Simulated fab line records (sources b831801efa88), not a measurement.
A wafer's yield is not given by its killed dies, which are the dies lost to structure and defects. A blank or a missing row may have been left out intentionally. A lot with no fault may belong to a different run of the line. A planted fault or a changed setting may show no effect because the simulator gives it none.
fab line records | flow sky130
record lots=5 | wafers=15 | lastDay=49
route steps=708 shown POLY_CUT@317 SD_P@320 RES_XHIGH@332
lots untouched by any fault: they come from a run of this same line in which no faults occurred
startH: hours from the record's first day to the start of the lot's first wafer shown | waitH: time in hours since the lot's previous step | " repeats the value in the row above | L1.1+2: one row covering several wafers at once | - value missing, or start not given | * or withheld: withheld | < > ~ a bound
route shown NAME@n: NAME is a module with steps in the file, n the number in the route of the first one | usual: average and standard deviation across the fault-free wafers | same: alike in all rows | chamber/n: place in a boat | sites: the reading at each site | _std_site: their standard deviation | _edge_site: mean of outer sites minus mean of inner sites | radiusMm: for every site, how far away it sits from the centre of the wafer | mask NAME#n: copy n | behind: the most recent tool/chamber to have shaped the wafer | hold: the reason the lot was held/the length of the hold in hours/how it ended | device: whichever transistor did not switch (one of n, p or np) | end of line: the tests these same wafers got at the end of their route | step lacking rows: just its recipe | killed: not the wafer's yield, but the dies lost to structure and defects at the first sort | map: shows each die of a wafer: x if killed, . if not, _ if none is there
set.NAME: setting as actually run; set.NAME@STEP: the setting as run at that earlier step | model.NAME: the simulator's own value behind a step, which no gauge read
lots seen at some steps along the route; tables by step, rows by wafer
services: a tool's chamber out of use, with start hour (startH, from the record's first day; less than 0 if before it), hours out, and reason
## steps
# step SKY_POLY_CUT_ETCH_10
# recipe chemistry=N2/H2 | target=BARC | ionEnergyEv=200 | sourceW=500 | biasW=100 | pressureMtorr=30 | n2FlowSccm=100 | h2FlowSccm=200 | stopOn=SiO2 | timeS=45.9 | targetDepthA=600
# usual drypumpMotorCurrentA=5.7/0.53 | oesProductAu=0.854/0.0046 | throttleValvePct=13.224/0.0092
lot.wafer | tool       | chamber | startH | waitH | drypumpMotorCurrentA | oesProductAu | rfHoursCounterH | throttleValvePct
L074.2    | rieDiel-03 | 3       | 554.89 | 0.0   | 5.9                  | 0.856        | 14              | 13.231
L074.5    | "          | 0       | "      | "     | 5.1                  | 0.850        | -               | 13.239
L074.6    | "          | 1       | "      | "     | 6.5                  | 0.853        | -               | 13.229
L079.3    | rieDiel-03 | 1       | 607.42 | 0.0   | 6.4                  | 0.861        | 0               | 13.199
L079.4    | "          | 3       | "      | "     | 5.8                  | 0.862        | 15              | 13.231
L079.5    | "          | 2       | "      | "     | 6.2                  | 0.856        | -               | 13.245
L082.1    | rieDiel-01 | 2       | 633.37 | 0.0   | 4.9                  | 0.848        | 4               | 13.218
L082.2    | "          | 0       | "      | "     | 5.7                  | 0.851        | 27              | 13.224
L082.4    | "          | 1       | "      | "     | 5.1                  | 0.857        | 4               | 13.230
L088.1    | rieDiel-01 | 3       | 680.82 | 0.0   | 5.8                  | 0.857        | 4               | 13.227
L088.2    | "          | 2       | "      | "     | 4.9                  | 0.851        | 5               | 13.226
L088.6    | "          | 2       | "      | "     | 4.9                  | 0.856        | -               | 13.217
L090.1    | rieDiel-01 | 1       | 696.32 | 0.0   | 5.2                  | 0.850        | 5               | 13.218
L090.4    | "          | 2       | "      | "     | 4.9                  | 0.865        | 6               | 13.226
L090.5    | "          | 1       | "      | "     | 5.2                  | 0.852        | -               | 13.225
# step SKY_POLY_CUT_ETCH_11
# recipe target=Si3N4 | chemistry=CF4/CH2F2/Ar | stopOn=poly-Si | sourceW=600 | biasW=150 | pressureMtorr=40 | cf4FlowSccm=40 | ch2f2FlowSccm=20 | Ar_flow_sccm=150 | timeS=42.5 | targetDepthA=600
# usual drypumpMotorCurrentA=5.7/0.53 | oesProductAu=0.828/0.0066 | throttleValvePct=14.995/0.01
lot.wafer | tool       | chamber | startH | waitH | drypumpMotorCurrentA | oesProductAu | rfHoursCounterH | throttleValvePct
L074.2    | rieDiel-03 | 3       | 554.93 | 0.0   | 5.8                  | 0.821        | 14              | 14.976
L074.5    | "          | 0       | "      | "     | 5.1                  | 0.836        | -               | 14.995
L074.6    | "          | 1       | "      | "     | 6.5                  | 0.821        | -               | 14.976
L079.3    | rieDiel-03 | 1       | 607.46 | 0.0   | 6.5                  | 0.831        | 0               | 15.005
L079.4    | "          | 3       | "      | "     | 5.9                  | 0.833        | 15              | 14.999
L079.5    | "          | 2       | "      | "     | 6.2                  | 0.824        | -               | 15.001
L082.1    | rieDiel-01 | 2       | 633.41 | 0.0   | 4.9                  | 0.834        | 4               | 14.998
L082.2    | "          | 0       | "      | "     | 5.7                  | 0.829        | 27              | 14.998
L082.4    | "          | 1       | "      | "     | 5.2                  | 0.842        | 4               | 15.002
L088.1    | rieDiel-01 | 3       | 680.86 | 0.0   | 5.8                  | 0.822        | 4               | 14.986
L088.2    | "          | 2       | "      | "     | 4.9                  | 0.826        | 5               | 14.987
L088.6    | "          | 2       | "      | "     | 4.9                  | 0.823        | -               | 14.982
L090.1    | rieDiel-01 | 1       | 696.36 | 0.0   | 5.2                  | 0.825        | 5               | 14.984
L090.4    | "          | 2       | "      | "     | 4.9                  | 0.823        | 6               | 14.995
L090.5    | "          | 1       | "      | "     | 5.2                  | 0.835        | -               | 14.987
# step SKY_POLY_CUT_STRIP_12
# recipe chemistry=O2/N2 | powerW=1400 | pressureMtorr=1500 | platenTempC=withheld | o2FlowSccm=3000 | n2FlowSccm=300 | overashFraction=0.5
# usual drypumpMotorCurrentA=5.9/0.54 | oesProductAu=0.453/0.0042 | stripTimeToEndpointS=5.363/0.017
lot.wafer | tool           | chamber | startH | waitH | drypumpMotorCurrentA | oesProductAu | rfHoursCounterH | stripTimeToEndpointS
L074.2    | plasmaAsher-01 | 0       | 554.97 | 0.0   | 4.8                  | 0.454        | 86              | 5.373
L074.5    | "              | 0       | "      | "     | 4.8                  | 0.455        | -               | 5.340
L074.6    | "              | 1       | "      | "     | 6.2                  | 0.458        | -               | 5.362
L079.3    | plasmaAsher-01 | 1       | 607.53 | 0.1   | 6.2                  | 0.457        | -               | 5.403
L079.4    | "              | 0       | "      | "     | 4.8                  | 0.455        | -               | 5.384
L079.5    | "              | 1       | "      | "     | 6.2                  | 0.451        | -               | 5.360
L082.1    | plasmaAsher-01 | 1       | 633.45 | 0.0   | 6.2                  | 0.453        | 94              | 5.368
L082.2    | "              | 0       | "      | "     | 4.8                  | 0.455        | 94              | 5.381
L082.4    | "              | 0       | "      | "     | 4.8                  | 0.456        | -               | 5.381
L088.1    | plasmaAsher-04 | 0       | 680.90 | 0.0   | 6.5                  | 0.447        | 25              | 5.380
L088.2    | "              | 1       | "      | "     | 6.2                  | 0.447        | 25              | 5.367
L088.6    | "              | 0       | "      | "     | 6.4                  | 0.457        | -               | 5.362
L090.1    | plasmaAsher-04 | 1       | 696.40 | 0.0   | 6.2                  | 0.452        | 27              | 5.365
L090.4    | "              | 1       | "      | "     | 6.2                  | 0.451        | -               | 5.366
L090.5    | "              | 1       | "      | "     | 6.1                  | 0.461        | -               | 5.371
# step SKY_SD_P_DEHYDRATE_00
# recipe tempC=200 | timeS=60
# usual chillPlateTempC=23.01/0.11 | exhaustPa=44.9/0.95 | plateTempC=200.02/0.15
lot.wafer | tool          | chamber | startH | waitH | chillPlateTempC | exhaustPa | plateTempC
L074.2    | lithoTrack-01 | 0       | 569.09 | 14.1  | 23.02           | 45.0      | 199.91
L074.5    | "             | 0       | "      | "     | 22.81           | 45.3      | 199.88
L074.6    | "             | 0       | "      | "     | 23.11           | 46.0      | 200.02
L079.3    | lithoTrack-01 | 0       | 621.41 | 13.8  | 22.97           | 44.4      | 199.90
L079.4    | "             | 0       | "      | "     | 22.91           | 45.1      | 199.96
L079.5    | "             | 0       | "      | "     | 22.89           | 44.4      | 199.99
L082.1    | lithoTrack-03 | 0       | 647.03 | 13.5  | 22.92           | 46.3      | 200.05
L082.2    | "             | 0       | "      | "     | 22.95           | 44.7      | 199.70
L082.4    | "             | 0       | "      | "     | 22.92           | 46.7      | 199.82
L088.1    | lithoTrack-01 | 0       | 694.56 | 13.6  | 23.07           | 45.9      | 199.95
L088.2    | "             | 0       | "      | "     | 22.97           | 44.7      | 199.74
L088.6    | "             | 0       | "      | "     | 23.06           | 45.2      | 199.57
L090.1    | lithoTrack-01 | 0       | 710.16 | 13.7  | 23.13           | 45.2      | 200.08
L090.4    | "             | 0       | "      | "     | 23.03           | 45.7      | 199.96
L090.5    | "             | 0       | "      | "     | 23.02           | 45.2      | 199.98
# step SKY_SD_P_HMDS_01
# recipe primeTimeS=60 | primeTempC=120
# usual chillPlateTempC=23.01/0.11 | exhaustPa=45.0/0.96
lot.wafer | tool          | chamber | startH | waitH | chillPlateTempC | exhaustPa
L074.2    | lithoTrack-01 | 0       | 569.24 | 0.1   | 22.88           | 42.8
L074.5    | "             | 0       | "      | "     | 23.09           | 42.7
L074.6    | "             | 0       | "      | "     | 23.06           | 43.5
L079.3    | lithoTrack-01 | 0       | 621.56 | 0.1   | 23.11           | 43.9
L079.4    | "             | 0       | "      | "     | 23.07           | 43.9
L079.5    | "             | 0       | "      | "     | 22.84           | 43.4
L082.1    | lithoTrack-03 | 0       | 647.18 | 0.1   | 22.82           | 44.8
L082.2    | "             | 0       | "      | "     | 22.98           | 43.3
L082.4    | "             | 0       | "      | "     | 23.04           | 43.7
L088.1    | lithoTrack-01 | 0       | 694.71 | 0.1   | 23.05           | 45.2
L088.2    | "             | 0       | "      | "     | 23.08           | 45.4
L088.6    | "             | 0       | "      | "     | 22.96           | 45.6
L090.1    | lithoTrack-01 | 0       | 710.31 | 0.1   | 22.95           | 45.1
L090.4    | "             | 0       | "      | "     | 22.95           | 45.8
L090.5    | "             | 0       | "      | "     | 23.21           | 45.6
# step SKY_SD_P_COAT_02
# recipe resist=NOVOLAK | spinRpm=3000 | resistThkNm=1140
# usual chillPlateTempC=22.99/0.1 | exhaustPa=44.9/0.82
lot.wafer | tool          | chamber | startH | waitH | chillPlateTempC | exhaustPa
L074.2    | lithoTrack-01 | 0       | 569.39 | 0.1   | 22.93           | 45.1
L074.5    | "             | 0       | "      | "     | 22.86           | 44.1
L074.6    | "             | 0       | "      | "     | 22.90           | 44.5
L079.3    | lithoTrack-01 | 0       | 621.71 | 0.1   | 23.01           | 45.1
L079.4    | "             | 0       | "      | "     | 23.02           | 44.8
L079.5    | "             | 0       | "      | "     | 22.98           | 45.4
L082.1    | lithoTrack-03 | 0       | 647.33 | 0.1   | 22.96           | 45.8
L082.2    | "             | 0       | "      | "     | 22.92           | 45.0
L082.4    | "             | 0       | "      | "     | 23.04           | 44.4
L088.1    | lithoTrack-01 | 0       | 694.86 | 0.1   | 23.08           | 44.2
L088.2    | "             | 0       | "      | "     | 22.96           | 43.5
L088.6    | "             | 0       | "      | "     | 22.93           | 44.3
L090.1    | lithoTrack-01 | 0       | 710.46 | 0.1   | 22.85           | 46.0
L090.4    | "             | 0       | "      | "     | 22.82           | 45.0
L090.5    | "             | 0       | "      | "     | 22.86           | 45.1
# step SKY_SD_P_SOFTBAKE_03
# recipe tempC=90 | timeS=58.56 | resist=NOVOLAK
# usual chillPlateTempC=23.02/0.11 | exhaustPa=44.9/0.9 | plateTempC=90.01/0.13
lot.wafer | tool          | chamber | startH | waitH | chillPlateTempC | exhaustPa | plateTempC
L074.2    | lithoTrack-01 | 0       | 569.54 | 0.1   | 23.00           | 45.7      | 89.84
L074.5    | "             | 0       | "      | "     | 23.13           | 45.1      | 89.78
L074.6    | "             | 0       | "      | "     | 23.15           | 45.1      | 89.89
L079.3    | lithoTrack-01 | 0       | 621.86 | 0.1   | 23.05           | 45.0      | 90.09
L079.4    | "             | 0       | "      | "     | 23.00           | 45.7      | 90.02
L079.5    | "             | 0       | "      | "     | 23.06           | 45.4      | 90.12
L082.1    | lithoTrack-03 | 0       | 647.48 | 0.1   | 22.89           | 44.1      | 90.12
L082.2    | "             | 0       | "      | "     | 22.95           | 43.2      | 90.08
L082.4    | "             | 0       | "      | "     | 22.99           | 44.8      | 90.11
L088.1    | lithoTrack-01 | 0       | 695.01 | 0.1   | 22.99           | 45.7      | 89.97
L088.2    | "             | 0       | "      | "     | 23.01           | 45.0      | 89.88
L088.6    | "             | 0       | "      | "     | 22.95           | 46.6      | 89.87
L090.1    | lithoTrack-01 | 0       | 710.61 | 0.1   | 22.91           | 44.1      | 90.16
L090.4    | "             | 0       | "      | "     | 23.05           | 44.0      | 90.29
L090.5    | "             | 0       | "      | "     | 22.92           | 44.9      | 90.04
# step SKY_SD_P_EXPOSE_04
# recipe maskId=PSDM | na=0.6 | sourceShape=conventional | sigmaOuter=0.6 | polarization=unpolarized | targetCdNm=380 | doseMj=138
lot.wafer  | tool            | chamber | startH | waitH | mask
L074.2+5+6 | ilineStepper-02 | 0       | -      | -     | PSDM#0
L079.3+4+5 | ilineStepper-02 | 0       | -      | -     | PSDM#0
L082.1+2+4 | ilineStepper-01 | 0       | -      | -     | PSDM#0
L088.1+2+6 | ilineStepper-01 | 0       | -      | -     | PSDM#0
L090.1+4+5 | ilineStepper-02 | 0       | -      | -     | PSDM#0
# step SKY_SD_P_PEB_05
# recipe tempC=withheld | timeS=* | resist=NOVOLAK
# usual chillPlateTempC=* | exhaustPa=45.2/0.9
lot.wafer | tool          | chamber | startH | waitH | chillPlateTempC | exhaustPa
L074.2    | lithoTrack-04 | 0       | -      | -     | *               | 46.7
L074.5    | "             | 0       | "      | "     | *               | 47.5
L074.6    | "             | 0       | "      | "     | *               | 44.8
L079.3    | lithoTrack-01 | 0       | -      | -     | *               | 44.5
L079.4    | "             | 0       | "      | "     | *               | 45.4
L079.5    | "             | 0       | "      | "     | *               | 45.1
L082.1    | lithoTrack-01 | 0       | -      | -     | *               | 44.9
L082.2    | "             | 0       | "      | "     | *               | 45.5
L082.4    | "             | 0       | "      | "     | *               | 46.0
L088.1    | lithoTrack-03 | 0       | -      | -     | *               | 44.8
L088.2    | "             | 0       | "      | "     | *               | 45.1
L088.6    | "             | 0       | "      | "     | *               | 46.3
L090.1    | lithoTrack-03 | 0       | -      | -     | *               | 43.8
L090.4    | "             | 0       | "      | "     | *               | 45.5
L090.5    | "             | 0       | "      | "     | *               | 44.1
# step SKY_SD_P_DEVELOP_06
# recipe resist=NOVOLAK | developer=TMAH | developTimeS=60 | devTempC=23
# usual chillPlateTempC=22.98/0.1 | exhaustPa=45.0/0.93
lot.wafer | tool          | chamber | startH | waitH | chillPlateTempC | exhaustPa
L074.2    | lithoTrack-04 | 0       | 583.92 | 0.1   | 22.82           | 45.6
L074.5    | "             | 0       | "      | "     | 22.89           | 46.1
L074.6    | "             | 0       | "      | "     | 22.96           | 44.7
L079.3    | lithoTrack-01 | 0       | 636.11 | 0.1   | 23.02           | 44.9
L079.4    | "             | 0       | "      | "     | 22.94           | 44.4
L079.5    | "             | 0       | "      | "     | 22.95           | 44.3
L082.1    | lithoTrack-01 | 0       | 661.81 | 0.1   | 22.86           | 45.0
L082.2    | "             | 0       | "      | "     | 23.03           | 43.8
L082.4    | "             | 0       | "      | "     | 22.95           | 45.1
L088.1    | lithoTrack-03 | 0       | 708.88 | 0.1   | 22.89           | 44.5
L088.2    | "             | 0       | "      | "     | 23.03           | 44.5
L088.6    | "             | 0       | "      | "     | 22.86           | 44.1
L090.1    | lithoTrack-03 | 0       | 724.53 | 0.1   | 23.09           | 44.7
L090.4    | "             | 0       | "      | "     | 23.11           | 45.6
L090.5    | "             | 0       | "      | "     | 23.04           | 45.2
# step SKY_SD_P_CD_MEAS_07
# recipe targetCdNm=380
# usual cdNm=379.2/2.2
lot.wafer | tool     | chamber | startH | waitH | cdNm
L074.2    | cdSem-01 | -       | 584.07 | 0.1   | 374.7
L074.5    | "        | -       | "      | "     | 375.1
L074.6    | "        | -       | "      | "     | 376.7
L079.3    | cdSem-02 | -       | 636.25 | 0.1   | 381.9
L079.4    | "        | -       | "      | "     | 381.1
L079.5    | "        | -       | "      | "     | 382.9
L082.1    | cdSem-02 | -       | 661.96 | 0.1   | 377.1
L082.2    | "        | -       | "      | "     | 376.9
L082.4    | "        | -       | "      | "     | 379.2
L088.1    | cdSem-01 | -       | 709.03 | 0.1   | 380.8
L088.2    | "        | -       | "      | "     | 381.3
L088.6    | "        | -       | "      | "     | 382.1
L090.1    | cdSem-01 | -       | 724.68 | 0.1   | 376.9
L090.4    | "        | -       | "      | "     | 375.5
L090.5    | "        | -       | "      | "     | 377.4
# step SKY_SD_P_OVL_MEAS_08
# usual SD_P_OVL=-0.1/1.4
lot.wafer | tool       | chamber | startH | waitH | SD_P_OVL[nm]
L074.2    | overlay-01 | -       | 584.17 | 0.1   | 0.1
L074.5    | "          | -       | "      | "     | 0.9
L074.6    | "          | -       | "      | "     | 2.3
L079.3    | overlay-01 | -       | 636.34 | 0.1   | 1.1
L079.4    | "          | -       | "      | "     | -1.3
L079.5    | "          | -       | "      | "     | 1.5
L082.1    | overlay-02 | -       | 662.08 | 0.1   | 0.2
L082.2    | "          | -       | "      | "     | -3.6
L082.4    | "          | -       | "      | "     | -1.6
L088.1    | overlay-01 | -       | 709.15 | 0.1   | -0.8
L088.2    | "          | -       | "      | "     | -0.4
L088.6    | "          | -       | "      | "     | -0.9
L090.1    | overlay-02 | -       | 724.80 | 0.1   | 0.9
L090.4    | "          | -       | "      | "     | 1.5
L090.5    | "          | -       | "      | "     | 1.2
# step SKY_SD_P_IMPLANT_09
# recipe species=BF2 | energyKev=20 | doseCm2=3e+15 | tiltDeg=0
# usual beamEnergyKeV=20.000/0.0057
lot.wafer | tool         | chamber | startH | waitH | beamEnergyKeV
L074.2    | implanter-01 | 0       | 584.23 | 0.0   | 20.006
L074.5    | "            | 0       | "      | "     | 20.001
L074.6    | "            | 0       | "      | "     | 20.009
L079.3    | implanter-02 | 0       | 636.42 | 0.1   | 20.003
L079.4    | "            | 0       | "      | "     | 20.008
L079.5    | "            | 0       | "      | "     | 20.008
L082.1    | implanter-03 | 0       | 662.12 | 0.0   | 20.002
L082.2    | "            | 0       | "      | "     | 20.005
L082.4    | "            | 0       | "      | "     | 20.001
L088.1    | implanter-02 | 0       | 709.19 | 0.0   | 19.989
L088.2    | "            | 0       | "      | "     | 19.993
L088.6    | "            | 0       | "      | "     | 19.995
L090.1    | implanter-02 | 0       | 724.84 | 0.0   | 20.009
L090.4    | "            | 0       | "      | "     | 20.002
L090.5    | "            | 0       | "      | "     | 20.000
# step SKY_SD_P_STRIP_10
# recipe chemistry=O2/N2 | powerW=1400 | pressureMtorr=1500 | platenTempC=withheld | o2FlowSccm=3000 | n2FlowSccm=300 | overashFraction=0.5
# usual drypumpMotorCurrentA=5.8/0.58 | oesProductAu=0.618/0.0044 | stripTimeToEndpointS=17.49/0.046
lot.wafer | tool           | chamber | startH | waitH | drypumpMotorCurrentA | oesProductAu | rfHoursCounterH | stripTimeToEndpointS
L074.2    | plasmaAsher-01 | 1       | 584.35 | 0.1   | 6.2                  | 0.617        | 89              | 17.49
L074.5    | "              | 1       | "      | "     | 6.2                  | 0.618        | -               | 17.59
L074.6    | "              | 0       | "      | "     | 4.8                  | 0.610        | -               | 17.48
L079.3    | plasmaAsher-03 | 0       | 636.55 | 0.1   | 5.7                  | 0.611        | -               | 17.57
L079.4    | "              | 1       | "      | "     | 5.5                  | 0.617        | -               | 17.54
L079.5    | "              | 0       | "      | "     | 5.7                  | 0.616        | -               | 17.52
L082.1    | plasmaAsher-03 | 1       | 662.27 | 0.1   | 5.5                  | 0.616        | 56              | 17.47
L082.2    | "              | 0       | "      | "     | 5.8                  | 0.619        | 56              | 17.45
L082.4    | "              | 1       | "      | "     | 5.5                  | 0.611        | -               | 17.47
L088.1    | plasmaAsher-04 | 0       | 709.34 | 0.1   | 6.5                  | 0.622        | 28              | 17.52
L088.2    | "              | 1       | "      | "     | 6.2                  | 0.619        | 28              | 17.51
L088.6    | "              | 1       | "      | "     | 6.2                  | 0.615        | -               | 17.51
L090.1    | plasmaAsher-04 | 1       | 724.99 | 0.1   | 6.2                  | 0.627        | 30              | 17.47
L090.4    | "              | 1       | "      | "     | 6.2                  | 0.615        | -               | 17.49
L090.5    | "              | 0       | "      | "     | 6.5                  | 0.615        | -               | 17.45
# step SKY_SD_P_TW_MEAS_11
# usual SD_P_TW=2812/18
lot.wafer | tool         | chamber | startH | waitH | SD_P_TW
L074.2    | filmMetro-02 | -       | 584.46 | 0.1   | 2787
L074.5    | "            | -       | "      | "     | 2787
L074.6    | "            | -       | "      | "     | 2802
L079.3    | filmMetro-03 | -       | 636.64 | 0.1   | 2807
L079.4    | "            | -       | "      | "     | 2799
L079.5    | "            | -       | "      | "     | 2809
L082.1    | filmMetro-03 | -       | 662.37 | 0.1   | 2801
L082.2    | "            | -       | "      | "     | 2803
L082.4    | "            | -       | "      | "     | 2804
L088.1    | filmMetro-03 | -       | 709.44 | 0.1   | 2812
L088.2    | "            | -       | "      | "     | 2809
L088.6    | "            | -       | "      | "     | 2805
L090.1    | filmMetro-03 | -       | 725.09 | 0.1   | 2793
L090.4    | "            | -       | "      | "     | 2802
L090.5    | "            | -       | "      | "     | 2796
# step SKY_RES_XHIGH_DEHYDRATE_00
# recipe tempC=200 | timeS=60
# usual chillPlateTempC=22.98/0.093 | exhaustPa=44.9/0.8 | plateTempC=199.96/0.16
lot.wafer | tool          | chamber | startH | waitH | chillPlateTempC | exhaustPa | plateTempC
L074.2    | lithoTrack-02 | 0       | 598.36 | 13.9  | 22.81           | 44.3      | 199.99
L074.5    | "             | 0       | "      | "     | 22.92           | 44.6      | 200.04
L074.6    | "             | 0       | "      | "     | 22.87           | 44.2      | 200.04
L079.3    | lithoTrack-04 | 0       | 650.15 | 13.5  | 23.01           | 44.3      | 199.78
L079.4    | "             | 0       | "      | "     | 23.02           | 44.6      | 199.88
L079.5    | "             | 0       | "      | "     | 22.91           | 45.5      | 199.86
L082.1    | lithoTrack-02 | 0       | 675.93 | 13.6  | 22.82           | 46.8      | 200.12
L082.2    | "             | 0       | "      | "     | 22.98           | 45.6      | 199.88
L082.4    | "             | 0       | "      | "     | 23.07           | 45.1      | 200.01
L088.1    | lithoTrack-03 | 0       | 722.63 | 13.2  | 23.01           | 44.7      | 199.74
L088.2    | "             | 0       | "      | "     | 23.07           | 45.6      | 200.01
L088.6    | "             | 0       | "      | "     | 23.04           | 45.0      | 199.85
L090.1    | lithoTrack-02 | 0       | 738.23 | 13.1  | 23.01           | 44.6      | 199.98
L090.4    | "             | 0       | "      | "     | 23.01           | 43.7      | 200.01
L090.5    | "             | 0       | "      | "     | 22.96           | 45.3      | 200.24
## services
tool            | chamber | startH | hours | kind
implanter-02    | -       | 532.71 | 2.3   | repair
implanter-01    | -       | 532.90 | 6.1   | repair
rieDiel-01      | -       | 536.35 | 0.3   | repair
plasmaAsher-01  | -       | 537.11 | 3.8   | repair
implanter-01    | -       | 561.94 | 1.4   | repair
lithoTrack-03   | -       | 567.81 | -     | consumableReplace:filter
implanter-02    | -       | 568.22 | 2.8   | pm
ilineStepper-02 | -       | 576.04 | 8.4   | repair
rieDiel-01      | 1       | 584.90 | 7.7   | repair
ilineStepper-01 | -       | 610.43 | 0.9   | repair
rieDiel-01      | 2       | 626.75 | 2.4   | repair
implanter-01    | -       | 627.38 | 16.9  | repair
plasmaAsher-01  | -       | 631.24 | 1.1   | repair
rieDiel-01      | 2       | 641.39 | 2.8   | repair
ilineStepper-01 | -       | 668.93 | 7.1   | repair
ilineStepper-01 | -       | 689.68 | 1.7   | pm
rieDiel-03      | -       | 714.21 | 1.3   | repair
implanter-01    | -       | 714.79 | 4.3   | repair
ilineStepper-02 | -       | 716.66 | 1.7   | pm
plasmaAsher-04  | -       | 729.52 | 6.2   | repair
rieDiel-03      | 1       | 730.78 | 5.8   | repair
plasmaAsher-04  | -       | 731.12 | 1.5   | repair
plasmaAsher-01  | -       | 733.75 | 9.0   | pm
implanter-03    | -       | 737.63 | 2.0   | repair
## key
fault none
